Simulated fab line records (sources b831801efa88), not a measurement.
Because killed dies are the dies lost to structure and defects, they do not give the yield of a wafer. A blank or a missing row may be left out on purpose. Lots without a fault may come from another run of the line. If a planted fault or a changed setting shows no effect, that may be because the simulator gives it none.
Struck lot and sound lot, side by side ; flow sky130 ; 31 steps out of a route of 708
Sound: wafers L960.1, L960.4, L960.6. The struck wafers were L968.2, L968.5, L968.6. At the end, the cause is stated.
For every step that has rows: the tool of each side, followed by ch and its chambers, followed by its first start. Under that, the readings that differ: sound wafers ; struck wafers ; difference of the means ; sigmas: that difference in standard deviations of wafers without a fault.
alike: same words and numbers on both sides, and readings whose means sit less than 2 such deviations apart. not compared: any withheld reading, any reading some wafer has no value for, any bound like >300 that may hide the same value, and any number with overlapping values for which the record gives no deviation.
Wherever a step has rows on one side only, a row that says differs or no value, or a row with sigmas, the two part there. Numbers that don't overlap but have no deviation are shown without sigmas and don't part them. A reading that every wafer of one side lacks parts them only if that side has two wafers or more.

SKY_FIELD_ISO_BOW_MEAS_00:
  struck on film-metro-04, day 3 17:01; sound on film-metro-04, day 2 01:00
  alike: INCOMING_BOW
SKY_FIELD_ISO_OXIDATION_01: stabilise 600 s, purge 300 s, target thk 12 nm.
  sound on furnace-01 ch 0, day 2 02:25; struck on furnace-01 ch 0, day 3 18:57
reading;sound;struck;difference;sigmas
model.SiO2_of_FIELD_ISO_OXIDATION_01.thk-nm (nm);11.53 11.73 11.39;9.871 9.72 10.01;-1.683;
  alike: spike-tc-bottom-C, tube-center-temp-C, tube_center_temp_C_max, zone-power-bottom-pct, zone-power-top-pct
SKY_FIELD_ISO_THK_MEAS_02:
  struck on film-metro-04, day 3 20:29; sound on film-metro-01, day 2 03:55
reading;sound;struck;difference;sigmas
FIELD_ISO_OXIDATION_00_THK (nm);11.53 11.71 11.40;9.84 9.69 10.00;-1.70;-7
then, 1 step without rows for these wafers: SKY_FIELD_ISO_CVD_03 (deposits Si3N4 from DCS/NH3, target thk 165 nm, time 2830 s).
SKY_FIELD_ISO_THK_MEAS_04:
  struck on film-metro-04, day 3 22:19; sound on film-metro-04, day 2 06:50
  alike: FIELD_ISO_CVD_03_THK
then, 8 steps without rows for these wafers: SKY_FIELD_ISO_DEHYDRATE_05 (time 60 s); SKY_FIELD_ISO_HMDS_06 (prime time 60 s); SKY_FIELD_ISO_COAT_07 (resist thk 60 nm); SKY_FIELD_ISO_COAT_08 (resist thk 450 nm); SKY_FIELD_ISO_SOFTBAKE_09 (time 90 s); SKY_FIELD_ISO_EXPOSE_10 (exposes mask FOM, target cd 150 nm); SKY_FIELD_ISO_PEB_11; SKY_FIELD_ISO_DEVELOP_12 (develop time 60 s).
SKY_FIELD_ISO_CD_MEAS_13: the cd target is 150 nm.
  struck on cd-sem-01, day 4 16:07; sound on cd-sem-01, day 2 21:34
  alike: cd-nm
SKY_FIELD_ISO_ETCH_14: etches BARC in N2/H2, stops on SiO2, time 45.9 s, target depth 60 nm.
  sound on rie-diel-04 ch 2,3, day 2 21:41; struck on rie-diel-04 ch 0,2, day 4 16:13
  alike: chamber-pressure-mTorr, drypump-motor-current-A, oes-product-au, throttle-valve-pct
  not compared: rf-hours-counter-h
SKY_FIELD_ISO_ETCH_15: etches the open film in CHF3/O2, stops on Si, target depth 180 nm, time 72 s.
  sound on rie-diel-04 ch 2,3, day 2 21:43; struck on rie-diel-04 ch 0,2, day 4 16:16
  alike: chamber-pressure-mTorr, drypump-motor-current-A, oes-product-au, throttle-valve-pct
  not compared: rf-hours-counter-h
SKY_FIELD_ISO_STRIP_16: strips in O2/N2.
  sound on plasma-asher-02 ch 0,1, day 2 21:46; struck on plasma-asher-02 ch 0,1, day 4 16:19
  alike: chamber-pressure-mTorr, drypump-motor-current-A, oes-product-au, strip-time-to-endpoint-s
  not compared: rf-hours-counter-h
SKY_FIELD_ISO_ETCH_17: etches Si in HBr/Cl2/O2, target depth 342 nm, time 97.7 s.
  sound on rie-si-01 ch 1,2,3, day 2 21:52; struck on rie-si-02 ch 1,2, day 4 16:25
  alike: chamber-pressure-mTorr, drypump-motor-current-A, oes-product-au, throttle-valve-pct
  not compared: rf-hours-counter-h
then, 5 steps without rows for these wafers: SKY_FIELD_ISO_WET_ETCH_18 (etches Si3N4 in H3PO4, target depth 25 nm, time 286 s); SKY_FIELD_ISO_CLEAN_19 (cleans in SC1/SC2, time 150 s); SKY_FIELD_ISO_CLEAN_20 (cleans in dHF, time 20 s); SKY_FIELD_ISO_WET_ETCH_21 (etches SiO2 in dHF, target depth 20 nm, time 400 s); SKY_FIELD_ISO_OXIDATION_22 (stabilise 600 s, purge 300 s, target thk 10 nm).
SKY_FIELD_ISO_THK_MEAS_23:
  struck on film-metro-01, day 4 18:15; sound on film-metro-01, day 3 05:58
  alike: FIELD_ISO_OXIDATION_01_THK
then, 1 step without rows for these wafers: SKY_FIELD_ISO_CVD_24 (deposits SiO2, target thk 595 nm, time 99.2 s).
SKY_FIELD_ISO_THK_MEAS_25:
  struck on film-metro-04, day 4 18:23; sound on film-metro-04, day 3 06:06
  alike: FIELD_ISO_CVD_24_THK
then, 1 step without rows for these wafers: SKY_FIELD_ISO_ANNEAL_26 (time 1800 s).
SKY_FIELD_ISO_CMP_27: polishes, stops on Si3N4, t overpolish 16 s, target thk 457.8 nm.
  sound on cmp-01 ch 1,2,3, day 3 09:48; struck on cmp-02 ch 0,1,2, day 4 20:02
  alike: motor-current-A
then, 1 step without rows for these wafers: SKY_FIELD_ISO_WET_ETCH_28 (etches SiO2 in dHF, target depth 23.7 nm, time 47 s).
SKY_FIELD_ISO_WET_ETCH_29: etches Si3N4 in H3PO4, target depth 160 nm, time 1825 s.
  sound on wet-bench-02 ch 1, day 3 10:04; struck on wet-bench-03 ch 2, day 4 20:16
reading;sound;struck;difference;sigmas
model.SiO2_of_FIELD_ISO_OXIDATION_01.thk-nm (nm);11.22 11.42 11.08;9.536 9.389 9.677;-1.706;
then, 1 step without rows for these wafers: SKY_FIELD_ISO_WET_ETCH_30 (etches SiO2 in dHF, target depth 25 nm, time 50 s).

## WHERE THEY PART
Only at SKY_FIELD_ISO_THK_MEAS_02, within this record. Later steps at which nothing parts them and some readings are alike: SKY_FIELD_ISO_THK_MEAS_04, SKY_FIELD_ISO_CD_MEAS_13, SKY_FIELD_ISO_ETCH_14, SKY_FIELD_ISO_ETCH_15, SKY_FIELD_ISO_STRIP_16, SKY_FIELD_ISO_ETCH_17, SKY_FIELD_ISO_THK_MEAS_23, SKY_FIELD_ISO_THK_MEAS_25, SKY_FIELD_ISO_CMP_27.

WHY: what had been put in by the simulator
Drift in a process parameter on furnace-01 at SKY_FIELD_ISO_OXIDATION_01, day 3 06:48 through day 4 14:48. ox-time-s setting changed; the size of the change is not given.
